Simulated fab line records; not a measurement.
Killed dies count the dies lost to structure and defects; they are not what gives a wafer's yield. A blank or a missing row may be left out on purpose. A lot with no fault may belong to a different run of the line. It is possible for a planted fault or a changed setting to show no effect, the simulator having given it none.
A lot that was struck, set against a sound lot + flow gf180mcu + 16 out of 602 route steps
Sound: wafers L523.3, L523.5, L523.6. Struck: wafer L530.1 (left out: L530.4, L530.5 of the same lot, which were not struck); the cause appears at the end.
For every step that has rows: the tool of each side, followed by ch and its chambers, followed by its first start. Under that, the readings that differ: sound wafers + struck wafers + difference of the means + sigmas: that difference in standard deviations of wafers without a fault.
alike: a reading whose means differ by less than 2 such deviations, as well as words and numbers matching on both sides. not compared: withheld readings; readings where some wafer has no value; bounds like >300 that might hide an equal value; numbers whose values overlap and for which the record gives no deviation.
The two part at a step that has a row with sigmas, a row that says differs or no value, or rows on one side only. Non-overlapping numbers with no deviation appear without sigmas and do not part them. A reading that every wafer of one side lacks parts them only if that side has two wafers or more.

first, 9 steps without rows for these wafers: GF_MIM_STRIP_21 (strips in post etch residue remover, time 1200 s); GF_MIM_CLEAN_22 (cleans in DIW); GF_M5_DEHYDRATE_00 (time 60 s); GF_M5_HMDS_01 (prime time 60 s); GF_M5_COAT_02 (resist thk 1000 nm); GF_M5_SOFTBAKE_03 (time 60 s); GF_M5_EXPOSE_04 (exposes mask Metal5, target cd 280 nm); GF_M5_PEB_05 (peb time 90 s); GF_M5_DEVELOP_06 (develop time 60 s).
GF_M5_CD_MEAS_07: the cd target is 280 nm.
  struck on cd_sem-01, day 28 22:55; sound on cd_sem-02, day 26 10:36
  alike: cd_nm
GF_M5_OVL_MEAS_08:
  struck on overlay-01, day 28 23:02; sound on overlay-01, day 26 10:41
  alike: M5_OVL
GF_M5_ETCH_09: etches Si3N4 in CF4/O2, target depth 52 nm, time 11.6 s.
  sound on rie_diel-04 ch 0,2, day 26 10:43; struck on rie_diel-04 ch 1, day 28 23:04
  alike: drypump_motor_current_A, oes_product_au, throttle_valve_pct
  not compared: rf_hours_counter_h
GF_M5_METAL_ETCH_10: etches the open film in Cl2/BCl3, stops on SiO2, target depth 750.8 nm, time 125.1 s.
  sound on rie_metal-02 ch 0,1, day 26 10:47; struck on rie_metal-04 ch 0, day 28 23:05
| reading                             | sound             | struck | difference                   | sigmas |
|-------------------------------------|-------------------|--------|------------------------------|--------|
| oes_product_au (a.u.)               | 0.998 0.985 0.988 | 1.012  | +0.022                       | +2     |
| rf_hours_counter_h (h)              | - - -             | 12     | no value on the sound wafers |        |
| run_length_s (s)                    | 154.4 154.2 154.0 | 142.3  | -11.9                        | -21    |
| model.KrF_of_M5_COAT_02.thk_nm (nm) | 656.5 656.2 657.2 | 675    | +18                          |        |
  alike: drypump_motor_current_A, throttle_valve_pct
GF_M5_STRIP_11: strips in O2/N2.
  sound on plasma_asher-01 ch 0,1, day 26 10:54; struck on plasma_asher-01 ch 0, day 28 23:13
| reading                      | sound          | struck | difference                   | sigmas |
|------------------------------|----------------|--------|------------------------------|--------|
| rf_hours_counter_h (h)       | - - -          | 89     | no value on the sound wafers |        |
| strip_time_to_endpoint_s (s) | 7.11 7.11 7.11 | 7.29   | +0.18                        | +2     |
  alike: drypump_motor_current_A, heater_power_w, n2_flow_sccm, oes_product_au
then, 2 steps without rows for these wafers: GF_M5_STRIP_12 (strips in post etch residue remover, time 1200 s); GF_PASSIVATION_PROBE_99.

WHERE THEY PART
Last at GF_M5_STRIP_11 as far as this record goes, first at GF_M5_METAL_ETCH_10.

WHY: whatever the simulator had introduced
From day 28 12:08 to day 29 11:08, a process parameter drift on rie_metal-04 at GF_M5_METAL_ETCH_10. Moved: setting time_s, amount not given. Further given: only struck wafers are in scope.
